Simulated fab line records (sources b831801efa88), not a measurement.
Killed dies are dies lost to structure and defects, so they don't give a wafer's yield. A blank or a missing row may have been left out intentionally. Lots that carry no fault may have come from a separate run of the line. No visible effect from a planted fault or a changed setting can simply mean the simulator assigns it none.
Which of the tools did it? | flow gf180mcu | 13 lots with 39 wafers sampled at 5 steps, on a route of 602 steps

WHAT EACH GAUGE READ, for each wafer
GF_DUAL_GATE_OVL_MEAS_11. Usual: for DUAL_GATE_OVL the level is 0.2 nm and the standard deviation is 1.3.
lot  | measured     | on         | DUAL_GATE_OVL (nm) | flag
L229 | day 8 01:37  | overlay-02 | 1.6 1.1 0.4        |
L230 | day 8 14:20  | overlay-01 | 0.7 0.2 -1.7       |
L231 | day 8 18:36  | overlay-02 | 2.1 1.6 1.7        |
L233 | day 9 12:08  | overlay-01 | 1.9 2.0 1.5        |
L234 | day 9 15:21  | overlay-02 | - - -              | OFF
L235 | day 9 19:26  | overlay-01 | 0.7 1.3 0.8        |
L244 | day 12 16:37 | overlay-01 | 0.1 0.4 2.2        |
L245 | day 12 21:06 | overlay-02 | -0.7 -0.2 -2.6     |
L246 | day 13 06:14 | overlay-01 | -1.5 2.2 0.0       |
L249 | day 14 00:19 | overlay-02 | 1.4 0.6 0.9        |
L250 | day 14 07:29 | overlay-02 | -1.5 -1.3 -1.4     |
L251 | day 14 18:31 | overlay-02 | 0.9 -1.9 2.2       |
L252 | day 15 01:01 | overlay-02 | -1.3 -1.6 -3.0     |

GF_M1_THK_MEAS_06: measures by xrf. Usual: for M1_ALCU_THK the level is 470 nm and the standard deviation is 5.2.
lot  | measured     | on            | M1_ALCU_THK (nm) | flag
L229 | day 15 21:52 | film-metro-01 | 470 467 468      |
L230 | day 16 12:54 | film-metro-04 | 470 468 473      |
L231 | day 16 21:50 | film-metro-04 | 475 465 470      |
L233 | day 17 16:53 | film-metro-01 | 467 457 464      |
L235 | day 18 01:41 | film-metro-04 | 473 461 468      |
L244 | day 21 19:14 | film-metro-04 | 474 473 473      |
L245 | day 21 23:37 | film-metro-04 | 468 469 467      |
L246 | day 22 09:24 | film-metro-03 | 472 466 466      |
L249 | day 23 05:13 | film-metro-01 | 468 472 469      |
L250 | day 23 16:14 | film-metro-04 | 466 469 468      |
L251 | day 24 02:17 | film-metro-03 | 480 468 468      |
L252 | day 24 08:26 | film-metro-04 | 464 467 469      |

EACH LOT AND THE TOOL THAT RAN IT (in order: tool; ch and the chambers of the sampled wafers; start)
lot  | GF_DUAL_GATE_EXPOSE_08              | GF_CONTACT_SPUTTER_22        | GF_M1_SPUTTER_02
L229 | iline-stepper-02 ch 0, day 7 18:10  | pvd-sputter-02, day 15 20:49 | pvd-sputter-03, day 15 21:38
L230 | iline-stepper-02 ch 0, day 8 06:09  | pvd-sputter-03, day 16 11:51 | pvd-sputter-04, day 16 12:40
L231 | iline-stepper-01 ch 0, day 8 10:05  | pvd-sputter-02, day 16 20:45 | pvd-sputter-03, day 16 21:37
L233 | iline-stepper-01 ch 0, day 9 04:01  | pvd-sputter-02, day 17 15:52 | pvd-sputter-03, day 17 16:41
L234 | iline-stepper-02 ch 0, day 9 07:02  | -                            | -
L235 | iline-stepper-02 ch 0, day 9 11:31  | pvd-sputter-04, day 18 00:36 | pvd-sputter-01, day 18 01:28
L244 | iline-stepper-02 ch 0, day 12 07:13 | pvd-sputter-03, day 21 18:12 | pvd-sputter-04, day 21 19:01
L245 | iline-stepper-02 ch 0, day 12 11:34 | pvd-sputter-04, day 21 22:35 | pvd-sputter-01, day 21 23:24
L246 | iline-stepper-02 ch 0, day 12 20:10 | pvd-sputter-02, day 22 08:22 | pvd-sputter-04, day 22 09:11
L249 | iline-stepper-01 ch 0, day 13 14:06 | pvd-sputter-04, day 23 04:12 | pvd-sputter-03, day 23 05:01
L250 | iline-stepper-02 ch 0, day 13 21:52 | pvd-sputter-02, day 23 15:02 | pvd-sputter-03, day 23 16:01
L251 | iline-stepper-02 ch 0, day 14 08:01 | pvd-sputter-03, day 24 01:04 | pvd-sputter-03, day 24 02:04
L252 | iline-stepper-02 ch 0, day 14 14:29 | pvd-sputter-04, day 24 07:25 | pvd-sputter-03, day 24 08:13
- GF_DUAL_GATE_EXPOSE_08: exposes mask Dualgate, target cd 700 nm.
- GF_CONTACT_SPUTTER_22: material Ti, target thk 15 nm, time 80.02 s.
- GF_M1_SPUTTER_02: material AlCu, target thk 450 nm, time 24.33 s.

AS READ BY THE TOOLS THEMSELVES (means over the sampled wafers that have a number; for cases with no such wafer, the mark the record gives instead)
GF_DUAL_GATE_EXPOSE_08. Usual: reticle-temp-C 23.00 C, standard deviation 0.1; stage-vel-mm-s 500.09 mm/s, standard deviation 0.26.
lot  | tool             | reticle-temp-C (C) | stage-vel-mm-s (mm/s) | flag
L229 | iline-stepper-02 | 22.95              | 500.09                |
L230 | iline-stepper-02 | 22.99              | 499.82                |
L231 | iline-stepper-01 | 22.95              | 500.29                |
L233 | iline-stepper-01 | 23.08              | 500.12                |
L234 | iline-stepper-02 | 23.06              | 500.25                |
L235 | iline-stepper-02 | 22.94              | 499.92                |
L244 | iline-stepper-02 | 23.00              | 499.94                |
L245 | iline-stepper-02 | 23.12              | 500.12                |
L246 | iline-stepper-02 | 22.95              | 499.77                |
L249 | iline-stepper-01 | 23.02              | 500.32                |
L250 | iline-stepper-02 | 23.01              | 499.68                |
L251 | iline-stepper-02 | 23.00              | 500.34                |
L252 | iline-stepper-02 | 23.20              | 500.06                |

GF_CONTACT_SPUTTER_22. Usual: 30.0 % for throttle-valve-pct, sd 0.95.
lot  | tool           | throttle-valve-pct (%) | flag
L229 | pvd-sputter-02 | 29.6                   |
L230 | pvd-sputter-03 | 30.2                   |
L231 | pvd-sputter-02 | 30.2                   |
L233 | pvd-sputter-02 | 29.8                   |
L235 | pvd-sputter-04 | 29.9                   |
L244 | pvd-sputter-03 | 30.1                   |
L245 | pvd-sputter-04 | 30.2                   |
L246 | pvd-sputter-02 | 30.3                   |
L249 | pvd-sputter-04 | 30.3                   |
L250 | pvd-sputter-02 | 30.1                   |
L251 | pvd-sputter-03 | 30.2                   |
L252 | pvd-sputter-04 | 29.0                   |

GF_M1_SPUTTER_02. Usual: 29.8 % for throttle-valve-pct, sd 1.1.
lot  | tool           | throttle-valve-pct (%) | flag
L229 | pvd-sputter-03 | 30.5                   |
L230 | pvd-sputter-04 | 30.7                   |
L231 | pvd-sputter-03 | 30.6                   |
L233 | pvd-sputter-03 | 28.8                   |
L235 | pvd-sputter-01 | 28.9                   |
L244 | pvd-sputter-04 | 30.1                   |
L245 | pvd-sputter-01 | 28.4                   |
L246 | pvd-sputter-04 | 30.2                   |
L249 | pvd-sputter-03 | 31.0                   |
L250 | pvd-sputter-03 | 29.5                   |
L251 | pvd-sputter-03 | 30.1                   |
L252 | pvd-sputter-03 | 30.1                   |

THE ANSWER, worked out from the rows above alone
Rule: lot off if the mean of its wafers having a number is beyond 3 standard deviations from the usual mean. A lot without any number at a reading at which 4 lots or more have one is off too. All remaining lots with rows at the step are treated as sound. Order of review: gauges by route order, followed by the tools' own readings, for which a lot's mean as printed above is used. The first step at which some lot is off is used, and at that step the reading that is off furthest; a lot without a number counts as furthest.
Off: L234, at GF_DUAL_GATE_OVL_MEAS_11 (DUAL_GATE_OVL). Without a number there: L234.
A tool fits if, at a process step before that reading, it ran every lot that is off, and no sound lot after the first of them. The gauges at GF_DUAL_GATE_OVL_MEAS_11 are tried like those tools. None of those tried fits.

WHAT THE SIMULATOR PUT IN
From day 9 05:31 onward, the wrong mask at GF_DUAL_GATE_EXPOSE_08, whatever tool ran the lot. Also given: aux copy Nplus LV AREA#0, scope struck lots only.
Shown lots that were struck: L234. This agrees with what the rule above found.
